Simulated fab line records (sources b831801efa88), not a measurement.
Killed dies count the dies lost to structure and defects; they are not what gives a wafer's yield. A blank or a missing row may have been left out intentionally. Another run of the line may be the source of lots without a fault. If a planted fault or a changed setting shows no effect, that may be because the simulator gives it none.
fab line records	flow sky130
record lots=5	wafers=15	last-day=51
route steps=708 shown VT_ADJUST_HVTR@135 VT_ADJUST_PCH@143 SONOS_TUNNEL@154
lots that met no fault: taken from a fault-free run of the same line
start-h: hours from the record's opening day to when the first of the lot's shown wafers began	wait-h: time in hours since the lot's previous step	" unchanged from the row above	L1.1+2: a single row standing in for several wafers	- value missing, or start not given	* or withheld: withheld	< > ~ a bound
route shown NAME@n: names a module that has steps shown in the file, with the first one's number in the route	usual: mean and standard deviation over wafers with no fault	same: alike in all rows	chamber/n: place in a boat	sites: per-site readings	_std_site: the standard deviation of these	_edge_site: the outer-site mean with the inner-site mean subtracted	radius-mm: for every site, how far away it sits from the centre of the wafer	mask NAME#n: copy n	behind: the most recent tool/chamber to have shaped the wafer	hold: cause of the lot's hold/its duration in hours/its outcome	device: transistor that didn't switch, given as n, p or np	end of line: the route-end tests of the same wafers	step lacking rows: just its recipe	killed: not the wafer's yield, but the dies lost to structure and defects at the first sort	map: the dies of a wafer, with x for killed, . for not killed, _ for no die there
set.NAME: the setting that was run; set.NAME@STEP: the one run at that earlier step	model.NAME: the simulator's own value behind a step, which no gauge read
certain route steps with their lots: each step a table, each wafer a row
services: from which hour (start-h, from the record's first day; less than 0 if before it) a tool's chamber was out of use, for how many hours, and why
## steps
# step SKY_VT_ADJUST_HVTR_EXPOSE_04
# recipe mask-id=HVTRM	target-cd-nm=380	na=0.6	source-shape=conventional	sigma-outer=0.6	dose-mj=150
# step SKY_VT_ADJUST_HVTR_PEB_05
# recipe temp-c=withheld	time-s=*	resist=NOVOLAK
# step SKY_VT_ADJUST_HVTR_DEVELOP_06
# recipe develop-time-s=60	dev-temp-c=24.14
# step SKY_VT_ADJUST_HVTR_CD_MEAS_07
# recipe target-cd-nm=380
# usual cd-nm=381.1/2.6
lot.wafer	tool	chamber	start-h	wait-h	cd-nm
L159.3	cd-sem-01	-	233.69	0.1	378.1
L159.4	"	-	"	"	381.5
L159.5	"	-	"	"	382.8
L161.1	cd-sem-02	-	246.80	0.1	379.3
L161.2	"	-	"	"	380.5
L161.3	"	-	"	"	381.0
L170.1	cd-sem-02	-	314.20	0.1	378.3
L170.2	"	-	"	"	379.2
L170.4	"	-	"	"	380.3
L171.1	cd-sem-02	-	320.50	0.1	382.3
L171.4	"	-	"	"	383.0
L171.5	"	-	"	"	383.9
L179.1	cd-sem-01	-	373.35	0.1	381.6
L179.4	"	-	"	"	384.2
L179.5	"	-	"	"	383.9
# step SKY_VT_ADJUST_HVTR_OVL_MEAS_08
# usual VT_ADJUST_HVTR_OVL=-0.7/1.2
lot.wafer	tool	chamber	start-h	wait-h	VT_ADJUST_HVTR_OVL[nm]
L159.3	overlay-01	-	233.78	0.1	-0.5
L159.4	"	-	"	"	-2.3
L159.5	"	-	"	"	-1.8
L161.1	overlay-02	-	246.92	0.1	-2.6
L161.2	"	-	"	"	-0.2
L161.3	"	-	"	"	-3.2
L170.1	overlay-02	-	314.32	0.1	-1.6
L170.2	"	-	"	"	-3.0
L170.4	"	-	"	"	-2.3
L171.1	overlay-01	-	320.62	0.1	-2.4
L171.4	"	-	"	"	-2.1
L171.5	"	-	"	"	-0.3
L179.1	overlay-01	-	373.47	0.1	0.2
L179.4	"	-	"	"	0.0
L179.5	"	-	"	"	0.8
# step SKY_VT_ADJUST_HVTR_IMPLANT_09
# recipe species=B	energy-kev=10	dose-cm2=2.1e+12	tilt-deg=withheld
# step SKY_VT_ADJUST_HVTR_STRIP_10
# recipe chemistry=O2/N2	power-w=1423	pressure-mtorr=1500	platen-temp-c=withheld	o2-flow-sccm=3000	n2-flow-sccm=300	overash-fraction=0.5
# usual drypump-motor-current-A=5.8/0.36	oes-product-au=0.723/0.0048	strip-time-to-endpoint-s=13.97/0.039
lot.wafer	tool	chamber	start-h	wait-h	drypump-motor-current-A	oes-product-au	rf-hours-counter-h	strip-time-to-endpoint-s
L159.3	plasma-asher-04	1	233.99	0.1	6.2	0.721	-	13.98
L159.4	"	0	"	"	5.6	0.716	-	13.99
L159.5	"	0	"	"	5.6	0.727	-	13.94
L161.1	plasma-asher-01	1	247.11	0.1	5.8	0.723	58	13.98
L161.2	"	0	"	"	5.2	0.728	58	13.98
L161.3	"	0	"	"	5.2	0.724	-	13.98
L170.1	plasma-asher-04	1	314.50	0.1	6.3	0.720	60	14.00
L170.2	"	0	"	"	5.6	0.723	60	14.01
L170.4	"	0	"	"	5.6	0.725	-	13.97
L171.1	plasma-asher-01	0	320.80	0.1	5.2	0.725	65	14.01
L171.4	"	1	"	"	5.8	0.727	-	14.00
L171.5	"	0	"	"	5.2	0.725	-	14.01
L179.1	plasma-asher-04	1	373.66	0.1	6.2	0.726	66	13.97
L179.4	"	0	"	"	5.6	0.725	-	13.89
L179.5	"	0	"	"	5.6	0.722	-	13.92
# step SKY_VT_ADJUST_HVTR_TW_MEAS_11
# usual VT_ADJUST_HVTR_TW=210.8/1.9
lot.wafer	tool	chamber	start-h	wait-h	VT_ADJUST_HVTR_TW
L159.3	film-metro-02	-	234.07	0.1	214.2
L159.4	"	-	"	"	211.6
L159.5	"	-	"	"	212.7
L161.1	film-metro-02	-	247.21	0.1	213.6
L161.2	"	-	"	"	212.0
L161.3	"	-	"	"	212.5
L170.1	film-metro-03	-	314.60	0.1	211.9
L170.2	"	-	"	"	211.6
L170.4	"	-	"	"	211.7
L171.1	film-metro-01	-	320.90	0.1	208.1
L171.4	"	-	"	"	206.9
L171.5	"	-	"	"	207.6
L179.1	film-metro-03	-	373.76	0.1	211.1
L179.4	"	-	"	"	210.9
L179.5	"	-	"	"	211.1
# step SKY_VT_ADJUST_PCH_DEHYDRATE_00
# recipe temp-c=200	time-s=60
# step SKY_VT_ADJUST_PCH_HMDS_01
# recipe prime-time-s=60	prime-temp-c=120
# step SKY_VT_ADJUST_PCH_COAT_02
# recipe spin-rpm=2000	resist-thk-nm=3000
# step SKY_VT_ADJUST_PCH_SOFTBAKE_03
# recipe temp-c=110	time-s=withheld
# step SKY_VT_ADJUST_PCH_EXPOSE_04
# recipe mask-id=NWM	na=0.6	source-shape=conventional	sigma-outer=0.6	polarization=unpolarized	target-cd-nm=840	dose-mj=255
# usual focus-offset-nm=0.0/0.55
lot.wafer	tool	chamber	start-h	wait-h	mask	focus-offset-nm
L159.3	iline-stepper-01	0	244.86	-	NWM#0	-0.7
L159.4	"	0	"	"	NWM#0	0.4
L159.5	"	0	"	"	NWM#0	0.9
L161.1	iline-stepper-01	0	259.78	-	TUNM#0	0.0
L161.2	"	0	"	"	TUNM#0	-0.4
L161.3	"	0	"	"	TUNM#0	-0.2
L170.1	iline-stepper-01	0	327.22	-	NWM#0	0.2
L170.2	"	0	"	"	NWM#0	-1.2
L170.4	"	0	"	"	NWM#0	0.5
L171.1	iline-stepper-02	0	334.20	-	NWM#0	-0.1
L171.4	"	0	"	"	NWM#0	0.3
L171.5	"	0	"	"	NWM#0	0.2
L179.1	iline-stepper-02	0	388.42	-	NWM#0	0.0
L179.4	"	0	"	"	NWM#0	0.0
L179.5	"	0	"	"	NWM#0	0.3
# step SKY_VT_ADJUST_PCH_PEB_05
# recipe temp-c=115	time-s=withheld
# step SKY_VT_ADJUST_PCH_DEVELOP_06
# recipe wall-angle-deg=90	developer=TMAH	develop-time-s=60	dev-temp-c=23
# step SKY_VT_ADJUST_PCH_OVL_MEAS_07
# usual VT_ADJUST_PCH_OVL=-0.9/1.4
lot.wafer	tool	chamber	start-h	wait-h	VT_ADJUST_PCH_OVL[nm]
L159.3	overlay-01	-	256.63	-	-1.5
L159.4	"	-	"	"	0.7
L159.5	"	-	"	"	-0.7
L161.1	overlay-02	-	271.97	-	-
L161.2	"	-	"	"	-
L161.3	"	-	"	"	-
L170.1	overlay-02	-	340.22	-	0.1
L170.2	"	-	"	"	0.5
L170.4	"	-	"	"	0.4
L171.1	overlay-02	-	348.05	-	-2.9
L171.4	"	-	"	"	-0.5
L171.5	"	-	"	"	-1.0
L179.1	overlay-01	-	402.17	-	-0.3
L179.4	"	-	"	"	0.5
L179.5	"	-	"	"	1.5
# step SKY_VT_ADJUST_PCH_IMPLANT_08
# recipe species=B	energy-kev=10	dose-cm2=5e+11	tilt-deg=withheld
# step SKY_VT_ADJUST_PCH_STRIP_09
# recipe chemistry=O2/N2	power-w=1400	pressure-mtorr=1500	platen-temp-c=withheld	o2-flow-sccm=3000	n2-flow-sccm=300	overash-fraction=0.5
# usual drypump-motor-current-A=5.7/0.4	oes-product-au=0.723/0.0045	strip-time-to-endpoint-s=36.91/0.13
lot.wafer	tool	chamber	start-h	wait-h	drypump-motor-current-A	oes-product-au	rf-hours-counter-h	strip-time-to-endpoint-s
L159.3	plasma-asher-03	0	256.84	0.1	5.3	0.720	-	36.87
L159.4	"	1	"	"	5.2	0.723	-	37.04
L159.5	"	0	"	"	5.3	0.724	-	37.04
L161.1	plasma-asher-03	1	272.15	0.1	5.2	0.723	15	37.14
L161.2	"	0	"	"	5.3	0.717	15	37.11
L161.3	"	1	"	"	5.2	0.725	-	37.19
L170.1	plasma-asher-02	0	340.40	0.1	5.6	0.726	53	36.92
L170.2	"	1	"	"	6.1	0.724	53	36.92
L170.4	"	1	"	"	6.1	0.716	-	36.84
L171.1	plasma-asher-03	1	348.24	0.1	5.2	0.717	22	37.00
L171.4	"	0	"	"	5.3	0.716	-	37.04
L171.5	"	1	"	"	5.2	0.724	-	37.00
L179.1	plasma-asher-04	1	402.35	0.1	6.3	0.731	68	36.79
L179.4	"	0	"	"	5.6	0.724	-	36.84
L179.5	"	0	"	"	5.6	0.719	-	36.83
# step SKY_VT_ADJUST_PCH_TW_MEAS_10
# usual VT_ADJUST_PCH_TW=142.5/1.2
lot.wafer	tool	chamber	start-h	wait-h	VT_ADJUST_PCH_TW
L159.3	film-metro-04	-	256.92	0.1	144.5
L159.4	"	-	"	"	144.3
L159.5	"	-	"	"	143.4
L161.1	film-metro-04	-	272.25	0.1	30.3
L161.2	"	-	"	"	30.0
L161.3	"	-	"	"	30.1
L170.1	film-metro-01	-	340.50	0.1	141.2
L170.2	"	-	"	"	140.0
L170.4	"	-	"	"	139.9
L171.1	film-metro-01	-	348.34	0.1	140.9
L171.4	"	-	"	"	141.2
L171.5	"	-	"	"	140.5
L179.1	film-metro-01	-	402.45	0.1	140.4
L179.4	"	-	"	"	140.9
L179.5	"	-	"	"	140.4
# step SKY_SONOS_TUNNEL_DEHYDRATE_00
# recipe temp-c=200	time-s=60
# step SKY_SONOS_TUNNEL_HMDS_01
# recipe prime-time-s=60	prime-temp-c=120
# step SKY_SONOS_TUNNEL_COAT_02
# recipe resist=NOVOLAK	spin-rpm=3000	resist-thk-nm=1140
# step SKY_SONOS_TUNNEL_SOFTBAKE_03
# recipe temp-c=90	time-s=60	resist=NOVOLAK
# step SKY_SONOS_TUNNEL_EXPOSE_04
# recipe mask-id=TUNM	na=0.6	source-shape=conventional	sigma-outer=0.6	polarization=unpolarized	target-cd-nm=410	dose-mj=136
# step SKY_SONOS_TUNNEL_PEB_05
# recipe temp-c=withheld	time-s=*	resist=NOVOLAK
# step SKY_SONOS_TUNNEL_DEVELOP_06
# recipe resist=NOVOLAK	developer=TMAH	develop-time-s=60	dev-temp-c=23
# step SKY_SONOS_TUNNEL_CD_MEAS_07
# recipe target-cd-nm=410
# usual cd-nm=410.8/2.8
lot.wafer	tool	chamber	start-h	wait-h	cd-nm
L159.3	cd-sem-02	-	280.49	0.1	408.0
L159.4	"	-	"	"	406.4
L159.5	"	-	"	"	404.5
L161.1	cd-sem-01	-	297.15	0.1	409.3
L161.2	"	-	"	"	409.6
L161.3	"	-	"	"	410.3
L170.1	cd-sem-01	-	368.92	0.1	411.7
L170.2	"	-	"	"	409.1
L170.4	"	-	"	"	409.1
L171.1	cd-sem-01	-	376.10	0.1	408.5
L171.4	"	-	"	"	407.9
L171.5	"	-	"	"	409.1
L179.1	cd-sem-02	-	432.57	0.1	411.3
L179.4	"	-	"	"	411.1
L179.5	"	-	"	"	411.5
# step SKY_SONOS_TUNNEL_OVL_MEAS_08
# usual SONOS_TUNNEL_OVL=1.1/1.3
lot.wafer	tool	chamber	start-h	wait-h	SONOS_TUNNEL_OVL[nm]
L159.3	overlay-02	-	280.58	0.1	-2.0
L159.4	"	-	"	"	0.5
L159.5	"	-	"	"	1.8
L161.1	overlay-01	-	297.27	0.1	0.8
L161.2	"	-	"	"	0.2
L161.3	"	-	"	"	1.4
L170.1	overlay-02	-	369.04	0.1	1.2
L170.2	"	-	"	"	0.2
L170.4	"	-	"	"	-0.6
L171.1	overlay-02	-	376.22	0.1	3.1
L171.4	"	-	"	"	2.1
L171.5	"	-	"	"	0.2
L179.1	overlay-01	-	432.69	0.1	1.5
L179.4	"	-	"	"	2.8
L179.5	"	-	"	"	1.7
# step SKY_SONOS_TUNNEL_IMPLANT_09
# recipe species=B	energy-kev=20	dose-cm2=1e+12	tilt-deg=withheld
# step SKY_SONOS_TUNNEL_WET_ETCH_10
# recipe chemistry=dHF	target-depth-nm=14	target=SiO2	dilution=100:1	temp-c=25	time-s=280
# step SKY_SONOS_TUNNEL_STRIP_11
# recipe chemistry=SPM	time-s=600	temp-c=130
# step SKY_SONOS_TUNNEL_TW_MEAS_12
# usual SONOS_TUNNEL_TW=197.4/1.9
lot.wafer	tool	chamber	start-h	wait-h	SONOS_TUNNEL_TW
L159.3	film-metro-04	-	281.12	0.0	197.9
L159.4	"	-	"	"	197.6
L159.5	"	-	"	"	197.6
L161.1	film-metro-01	-	297.98	0.0	210.7
L161.2	"	-	"	"	210.1
L161.3	"	-	"	"	211.1
L170.1	film-metro-04	-	369.77	0.0	199.1
L170.2	"	-	"	"	198.6
L170.4	"	-	"	"	199.1
L171.1	film-metro-04	-	376.67	0.0	200.1
L171.4	"	-	"	"	198.8
L171.5	"	-	"	"	199.3
L179.1	film-metro-04	-	433.13	0.0	198.8
L179.4	"	-	"	"	200.3
L179.5	"	-	"	"	199.3
# step SKY_SONOS_TUNNEL_CLEAN_13
# recipe chemistry=dHF	time-s=20	dilution=100:1	dry=ipa-marangoni
## services
tool	chamber	start-h	hours	kind
iline-stepper-01	0	224.55	-	calibration
iline-stepper-02	0	234.29	-	calibration
plasma-asher-01	-	239.63	2.8	pm
iline-stepper-02	-	251.59	1.7	pm
iline-stepper-02	-	287.34	4.4	pm
plasma-asher-03	-	293.40	2.7	repair
iline-stepper-02	-	302.05	20.4	repair
plasma-asher-02	-	304.74	2.6	repair
plasma-asher-02	-	316.02	5.2	pm
plasma-asher-01	-	331.24	0.4	repair
iline-stepper-01	-	333.48	4.4	pm
plasma-asher-02	-	333.80	3.8	repair
plasma-asher-03	-	340.07	2.8	repair
iline-stepper-01	-	348.89	2.1	pm
iline-stepper-01	-	350.97	-	consumable-replace:lamp
plasma-asher-01	-	354.31	7.2	repair
iline-stepper-01	-	380.13	11.0	repair
iline-stepper-01	-	399.24	1.7	pm
## key
first-sign step=SKY_VT_ADJUST_PCH_EXPOSE_04	reading=mask	direction=changed
effect step=SKY_VT_ADJUST_PCH_OVL_MEAS_07	reading=VT_ADJUST_PCH_OVL	direction=missing
effect step=SKY_VT_ADJUST_PCH_TW_MEAS_10	reading=VT_ADJUST_PCH_TW	direction=down	sigmas=95	usual=142.5	struck=30.1
effect step=SKY_SONOS_TUNNEL_TW_MEAS_12	reading=SONOS_TUNNEL_TW	direction=up	sigmas=6.9	usual=197.4	struck=210.6
met-at SKY_VT_ADJUST_PCH_EXPOSE_04
struck-wafers L161.1,L161.2,L161.3
sort-left-out L161.1,L161.2,L161.3
tester-left-out L161
onset-between 244.86 259.78
fault kind=wrong-mask	tool=any	chamber=-	onset-h=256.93	steps=SKY_VT_ADJUST_PCH_EXPOSE_04	aux-copy=TUNM#0	scope=struck-lots-only
# tester-left-out: of these lots the tester's yield and bins aren't shown, on N5 and GAA mostly nor the transistor test; their killed dies are dies lost to structure and defects alone, not to doping, threshold or leakage, so they don't give the yield
# sort-left-out: the simulated sort isn't trusted on such a fault, so these wafers' sort isn't shown, and their yield isn't known
